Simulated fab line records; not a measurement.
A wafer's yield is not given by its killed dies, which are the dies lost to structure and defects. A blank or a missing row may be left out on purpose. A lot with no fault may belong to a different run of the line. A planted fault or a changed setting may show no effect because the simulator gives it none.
One fault through the eyes of 2 desks || flow gf180mcu || numbers are kept per desk, each desk with only its own; the story behind them comes last

## FROM THE METROLOGY DESK
What the gauges read, lot by lot, whatever tool the lot ran on: means of the sampled wafers that have a number. The brackets show how far a lot's mean lies from the usual mean; more than 4 standard deviations puts the lot out of limits, marked OUT.
Columns: A = V1_BOW at GF_V1_BOW_MEAS_05, usual 83 um; B = cdNm at GF_V1_CD_MEAS_14, usual 260.4 nm
{"lot": "L971", "first seen here": "day 17 07:12", "A": 80, "B": 262.4}
{"lot": "L972", "first seen here": "day 17 11:54", "A": 75, "B": 260.7}
{"lot": "L975", "first seen here": "day 18 15:51", "A": 82, "B": 260.6}
{"lot": "L976", "first seen here": "day 19 01:45", "A": 86, "B": 259.4}
{"lot": "L979", "first seen here": "day 20 05:20", "A": 81, "B": 256.7}
{"lot": "L982", "first seen here": "day 21 12:05", "A": 77, "B": 258.7}
{"lot": "L984", "first seen here": "day 22 02:11", "A": 79, "B": 261.0}
{"lot": "L985", "first seen here": "day 22 07:14", "A": 90, "B": 261.6}
{"lot": "L986", "first seen here": "day 22 14:27", "A": 83, "B": 259.9}
{"lot": "L987", "first seen here": "day 22 22:17", "A": 77, "B": 260.7}
{"lot": "L988", "first seen here": "day 23 13:17", "A": 86, "B": 261.4}
{"lot": "L991", "first seen here": "day 24 08:44", "A": 93, "B": 260.5}
{"lot": "L992", "first seen here": "day 24 16:40", "A": 96, "B": 259.6}
{"lot": "L994", "first seen here": "day 25 10:37", "A": 82, "B": 259.5}
This desk found nothing out of limits on any of the 14 lots.

## DESK OF THE TOOL OWNER: pvdSputter-04
At GF_M2_SPUTTER_04 (material TiN, target thk 50 nm, time 41.7 s) the tool's own readings: per lot run on this tool, the mean of the sampled wafers that have a number. The brackets show how far a lot's mean lies from the usual mean; more than 4 standard deviations puts the lot out of limits, marked OUT.
Columns: A = chamberPressurePa at GF_M2_SPUTTER_04, usual 0.4001 Pa; B = throttleValvePct at GF_M2_SPUTTER_04, usual 29.8 %
{"lot": "L971", "first seen here": "day 18 08:44", "A": 0.4007, "B": 30.0}
{"lot": "L975", "first seen here": "day 19 17:52", "A": "0.2286 (-99 or more) OUT", "B": "38.8 (+8.2) OUT"}
{"lot": "L976", "first seen here": "day 20 04:19", "A": "0.2287 (-99 or more) OUT", "B": "40.3 (+9.6) OUT"}
{"lot": "L988", "first seen here": "day 24 13:17", "A": 0.4001, "B": 29.6}
{"lot": "L991", "first seen here": "day 25 09:05", "A": 0.4011, "B": 30.0}
{"lot": "L992", "first seen here": "day 25 15:44", "A": 0.3998, "B": 30.0}
{"lot": "L994", "first seen here": "day 26 09:04", "A": 0.3997, "B": 29.5}
This desk's finding: out of limits on L975, L976; first on L975, day 19 17:52 (chamberPressurePa at GF_M2_SPUTTER_04). In limits: L971, L988, L991, L992, L994.

## BROUGHT TOGETHER
At day 19 17:52, on L975, L976, the tool owner's desk was in a position to raise an alarm.
Nothing out of limits was seen by the metrology desk.
The metrology desk has L975, L976 on record, within its limits.
GF_M2_SPUTTER_04 was run on pvdSputter-04 by each of the lots named.

## WHAT HAD BEEN PUT IN BY THE SIMULATOR
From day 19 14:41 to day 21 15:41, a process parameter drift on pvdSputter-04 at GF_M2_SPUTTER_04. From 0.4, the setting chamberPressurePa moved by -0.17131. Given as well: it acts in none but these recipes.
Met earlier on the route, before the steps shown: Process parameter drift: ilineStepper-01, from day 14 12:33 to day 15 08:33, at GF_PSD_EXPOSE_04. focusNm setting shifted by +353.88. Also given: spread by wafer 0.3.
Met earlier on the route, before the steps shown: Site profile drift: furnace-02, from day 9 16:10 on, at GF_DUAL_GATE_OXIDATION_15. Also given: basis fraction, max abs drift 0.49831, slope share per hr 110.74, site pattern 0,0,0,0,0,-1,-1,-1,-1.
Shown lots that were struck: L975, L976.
Each desk's first reading out of limits, in hours after the fault started: the tool owner's desk, 3.
